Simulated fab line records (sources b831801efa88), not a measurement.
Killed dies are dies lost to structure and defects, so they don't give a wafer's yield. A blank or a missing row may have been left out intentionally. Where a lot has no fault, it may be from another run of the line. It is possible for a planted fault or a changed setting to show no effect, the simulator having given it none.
Which of the tools did it?    flow gf180mcu    7 lots, 21 wafers sampled, at 4 steps of a route of 602

== WHAT THE GAUGES SHOWED, per wafer ==
GF_V2_THK_MEAS_03.
lot   measured      on             V2_CVD_02_THK (nm)
L946  day 20 06:44  film_metro-03  855 854 869
L949  day 21 16:52  film_metro-04  846 851 849
L955  day 23 17:16  film_metro-04  852 852 853
L957  day 24 08:35  film_metro-01  844 846 846
L959  day 25 01:16  film_metro-04  846 851 857
L964  day 26 16:28  film_metro-01  851 851 857
L966  day 27 05:47  film_metro-01  854 872 859

== WHAT TOOL EACH LOT RAN ON (gives the tool, then ch and the chambers of the sampled wafers, and finally the start) ==
lot   GF_SAB_ETCH_11                      GF_M2_SPUTTER_01              GF_M2_SPUTTER_03
L946  rie_diel-01 ch 1,2,3, day 16 01:58  pvd_sputter-03, day 19 05:58  pvd_sputter-03, day 19 06:02
L949  rie_diel-04 ch 2,3, day 17 09:04    pvd_sputter-04, day 20 15:41  pvd_sputter-04, day 20 15:44
L955  rie_diel-01 ch 0,2,3, day 19 11:13  pvd_sputter-04, day 22 17:46  pvd_sputter-04, day 22 17:50
L957  rie_diel-01 ch 0,1,2, day 20 03:37  pvd_sputter-03, day 23 09:20  pvd_sputter-03, day 23 09:23
L959  rie_diel-04 ch 0,2,3, day 20 22:17  pvd_sputter-03, day 24 01:58  pvd_sputter-03, day 24 02:02
L964  rie_diel-03 ch 1,2,3, day 22 17:32  pvd_sputter-02, day 25 18:35  pvd_sputter-02, day 25 18:38
L966  rie_diel-01 ch 1,3, day 23 08:10    pvd_sputter-03, day 26 07:38  pvd_sputter-03, day 26 07:41
- GF_SAB_ETCH_11: etches SiO2 in C4F8/O2/Ar, target depth 55 nm, time 8.5 s.
- GF_M2_SPUTTER_01: material TiN, target thk 30 nm, time 25 s.
- GF_M2_SPUTTER_03: material Ti, target thk 10 nm, time 6.7 s.

== THE ANSWER, worked out from the rows above alone ==
Rule: the lots themselves supply what counts as usual. The widest of any qualifying gaps counts: lots, ordered by their means at a reading, are off when they make up no more than a third of the lots, leave a main group of 4 or more, and stand apart from it by 3 or more times the standard deviation of that group's means. A main group whose means are all the same, to the digits that the tables above print for the reading, isn't used. A lot without any number at a reading at which 4 lots or more have one is off too. Where the step has rows for the other lots, those lots are counted as sound.
None of the lots is off at any reading shown; this tells nothing.

== WHAT WAS PUT IN BY THE SIMULATOR ==
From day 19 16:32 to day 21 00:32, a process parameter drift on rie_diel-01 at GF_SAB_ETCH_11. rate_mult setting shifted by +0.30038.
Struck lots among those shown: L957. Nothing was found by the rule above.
